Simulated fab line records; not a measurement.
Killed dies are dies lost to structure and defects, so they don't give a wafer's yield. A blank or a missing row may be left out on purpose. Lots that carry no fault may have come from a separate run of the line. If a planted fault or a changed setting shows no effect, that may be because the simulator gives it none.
Matching of chambers    flow sky130    SKY_CONTACT_ETCH_17 on rieDiel-02 has 4 sister chambers
The step etches SiO2 in C4F8/O2/Ar, stops on Si3N4, target depth 340 nm. 8 wafers are shown with their chamber, then 8 later ones without.

WAFERS, EACH WITH ITS CHAMBER
wafer   chamber  oesProductAu (a.u.)
L082.1  3        0.889
L082.5  2        0.885
L084.5  1        0.890
L084.6  0        0.886
L086.1  3        0.889
L086.3  0        0.894
L086.4  1        0.892
L087.3  2        0.897

WAFERS WITHOUT THEIR CHAMBER
wafer   oesProductAu (a.u.)
L087.4  0.888
L087.6  0.895
L090.3  0.886
L090.5  0.886
L090.6  0.887
L095.1  0.898
L095.3  0.892
L095.6  0.883

CHAMBER TAKEN BY EACH
wafer   from the rows above                in truth
L087.4  can't be placed: 3 or 0 or 1 or 2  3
L087.6  can't be placed: 1 or 2 or 0 or 3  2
L090.3  can't be placed: 3 or 0 or 1 or 2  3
L090.5  can't be placed: 3 or 0 or 1 or 2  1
L090.6  can't be placed: 3 or 0 or 1 or 2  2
L095.1  can't be placed: 1 or 2 or 0 or 3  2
L095.3  can't be placed: 1 or 2 or 0 or 3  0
L095.6  can't be placed: 3 or 0 or 1 or 2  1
Placed correctly: 0 of 8. Not placeable from these rows: 8 (in 8, the candidates include the true chamber). 0 placed wrongly.
How it was worked out, from the rows above alone: a wafer's distance from a chamber is the root of the sum, over the readings, of the square of ((its reading less the chamber's mean) divided by the reading's scatter). If the next closest chamber is less than 2 further off than the closest, the wafer can't be placed; otherwise it belongs to the closest. Each chamber's mean is taken over the wafers shown for it. How the scatter is found: for the shown wafers, subtract from each reading the mean of its chamber, square and add these, divide the total by (wafers less chambers), then take the root.
